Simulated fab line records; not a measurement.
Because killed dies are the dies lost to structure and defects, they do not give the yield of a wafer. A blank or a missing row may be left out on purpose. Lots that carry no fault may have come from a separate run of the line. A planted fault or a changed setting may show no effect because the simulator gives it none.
Chamber matching    flow sky130    SKY_POLY_CUT_ETCH_10 on rie diel-03 has 4 sister chambers
The step etches BARC in N2/H2, stops on SiO2, time 45.9 s, target depth 60 nm. 14 wafers are shown with their chamber, then 7 later ones without.

WAFERS, EACH WITH ITS CHAMBER
wafer   chamber  drypump motor current A (A)  throttle valve pct (%)  oes product au (a.u.)
L111.1  2        5.3                          13.235                  0.861
L111.3  1        4.9                          13.229                  0.860
L111.4  3        6.2                          13.234                  0.858
L113.2  2        5.3                          13.230                  0.850
L113.3  3        6.2                          13.221                  0.860
L113.5  3        6.1                          13.218                  0.862
L116.1  2        5.4                          13.234                  0.860
L116.4  1        5.0                          13.226                  0.851
L116.6  1        4.9                          13.231                  0.853
L115.2  2        5.3                          13.226                  0.854
L115.3  3        6.2                          13.220                  0.849
L115.5  3        6.2                          13.227                  0.853
L123.1  3        6.2                          13.218                  0.862
L123.2  0        5.7                          13.229                  0.855

SIGNATURES (averages over the wafers above)
reading                  chamber 0  chamber 1  chamber 2  chamber 3  scatter within a chamber
drypump motor current A  5.700      4.933      5.325      6.183      0.0474
throttle valve pct       13.22900   13.22867   13.23125   13.22300   0.00513
oes product au           0.85500    0.85467    0.85625    0.85733    0.00515
Rule: for each reading, subtract the chamber's mean from the wafer's reading, divide by that reading's scatter and square the result; add these up over the readings and take the root, which gives the wafer's distance from the chamber. If the next closest chamber is less than 2 further off than the closest, the wafer can't be placed; otherwise it belongs to the closest. The scatter: take each reading less its chamber's mean, square it, sum over the shown wafers, divide by the number of wafers less the number of chambers, and take the root.

WAFERS WITHOUT THEIR CHAMBER
wafer   drypump motor current A (A)  throttle valve pct (%)  oes product au (a.u.)
L123.4  4.9                          13.220                  0.855
L124.1  5.7                          13.208                  0.858
L124.5  4.9                          13.219                  0.859
L124.6  5.3                          13.224                  0.861
L130.1  6.2                          13.224                  0.855
L130.4  5.7                          13.210                  0.856
L130.5  5.7                          13.213                  0.862

EACH ONE'S CHAMBER
wafer   from the rows above  in truth
L123.4  1                    1
L124.1  0                    0
L124.5  1                    1
L124.6  2                    2
L130.1  3                    3
L130.4  0                    0
L130.5  0                    0
Placed correctly: 7 of 7. Can't be placed from these rows: 0. Number placed wrongly: 0.
